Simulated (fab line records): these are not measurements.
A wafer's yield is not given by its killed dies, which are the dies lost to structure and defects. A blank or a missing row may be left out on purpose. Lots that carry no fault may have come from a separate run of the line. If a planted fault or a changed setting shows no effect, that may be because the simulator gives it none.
Which tool was responsible?    flow sky130    30 wafers from 10 lots sampled at 4 of the route's 708 steps

== WHAT EACH GAUGE READ, for each wafer ==
SKY_METAL2_RS_MEAS_05: the measuring method here is four-point-probe.
lot   measured      on            METAL2_ALCU_RS (ohm/sq)
L566  day 33 15:25  filmMetro-01  0.1253 0.1252 0.1251
L571  day 35 23:02  filmMetro-01  8.7737 8.8196 8.7458
L570  day 35 23:41  filmMetro-02  8.6230 8.6345 8.6474
L572  day 36 05:46  filmMetro-02  8.6905 8.7849 8.8629
L580  day 38 10:13  filmMetro-04  0.1292 0.1268 0.1248
L581  day 38 19:22  filmMetro-01  0.1264 0.1241 0.1264
L583  day 39 14:32  filmMetro-01  0.1272 0.1262 0.1272
L586  day 40 19:49  filmMetro-02  0.1255 0.1285 0.1302
L587  day 40 20:49  filmMetro-02  0.1312 0.1276 0.1288
L588  day 41 03:08  filmMetro-04  0.1272 0.1273 0.1273

== WHAT TOOL EACH LOT RAN ON (gives the tool, then ch and the chambers of the sampled wafers, and finally the start) ==
lot   SKY_METAL1_METAL_ETCH_19          SKY_VIA1_CVD_21               SKY_METAL2_SPUTTER_02
L566  rieMetal-03 ch 0,1, day 32 10:07  cvdW-01 ch 1, day 33 14:41    pvdSputter-03, day 33 15:18
L571  rieMetal-02 ch 0,1, day 34 17:46  cvdW-02 ch 0,1, day 35 22:16  pvdSputter-04, day 35 22:53
L570  rieMetal-03 ch 0,1, day 34 19:05  cvdW-01 ch 0,1, day 35 22:57  pvdSputter-02, day 35 23:33
L572  rieMetal-03 ch 0,1, day 35 00:25  cvdW-01 ch 0,1, day 36 05:02  pvdSputter-04, day 36 05:40
L580  rieMetal-03 ch 0,1, day 37 05:55  cvdW-01 ch 0,1, day 38 09:29  pvdSputter-02, day 38 10:06
L581  rieMetal-03 ch 0,1, day 37 16:34  cvdW-02 ch 0,1, day 38 18:39  pvdSputter-04, day 38 19:16
L583  rieMetal-02 ch 0,1, day 38 11:49  cvdW-02 ch 0,1, day 39 13:49  pvdSputter-03, day 39 14:26
L586  rieMetal-01 ch 0,1, day 39 15:46  cvdW-02 ch 0,1, day 40 19:05  pvdSputter-04, day 40 19:42
L587  rieMetal-01 ch 0, day 39 17:01    cvdW-02 ch 0,1, day 40 20:06  pvdSputter-02, day 40 20:43
L588  rieMetal-03 ch 0, day 39 23:21    cvdW-02 ch 0,1, day 41 02:24  pvdSputter-04, day 41 03:01
- SKY_METAL1_METAL_ETCH_19: etches the open film in Cl2/BCl3, stops on SiO2, target depth 360 nm, time 78 s.
- SKY_VIA1_CVD_21: deposits W, target thk 270 nm, time 80.902 s.
- SKY_METAL2_SPUTTER_02: material AlCu, target thk 250 nm, time 13.3 s.

== THE ANSWER, worked out from the rows above alone ==
Rule: usual is defined by the lots themselves. Put in order of their means at a reading, lots are off if they are a third of the lots or fewer, leave a main group of 4 or more, and stand apart from it by a gap of 3 or more times the standard deviation of the main group's means; of several such gaps the widest counts. If all means in a main group match to the digits the tables above print for the reading, that group is not used. A lot without any number at a reading at which 4 lots or more have one is off too. Any other lot the step has rows for is counted as sound.
Off: L571, L570, L572, seen at SKY_METAL2_RS_MEAS_05 (METAL2_ALCU_RS). Main group: mean 0.1270 ohm/sq, sd 0.0013.
If a tool, at a process step before that reading, ran all the lots that are off and no sound lot after the first of them, it fits. The gauges at SKY_METAL2_RS_MEAS_05 are tried like those tools. None of those tried fits.

== WHAT HAD BEEN PUT IN BY THE SIMULATOR ==
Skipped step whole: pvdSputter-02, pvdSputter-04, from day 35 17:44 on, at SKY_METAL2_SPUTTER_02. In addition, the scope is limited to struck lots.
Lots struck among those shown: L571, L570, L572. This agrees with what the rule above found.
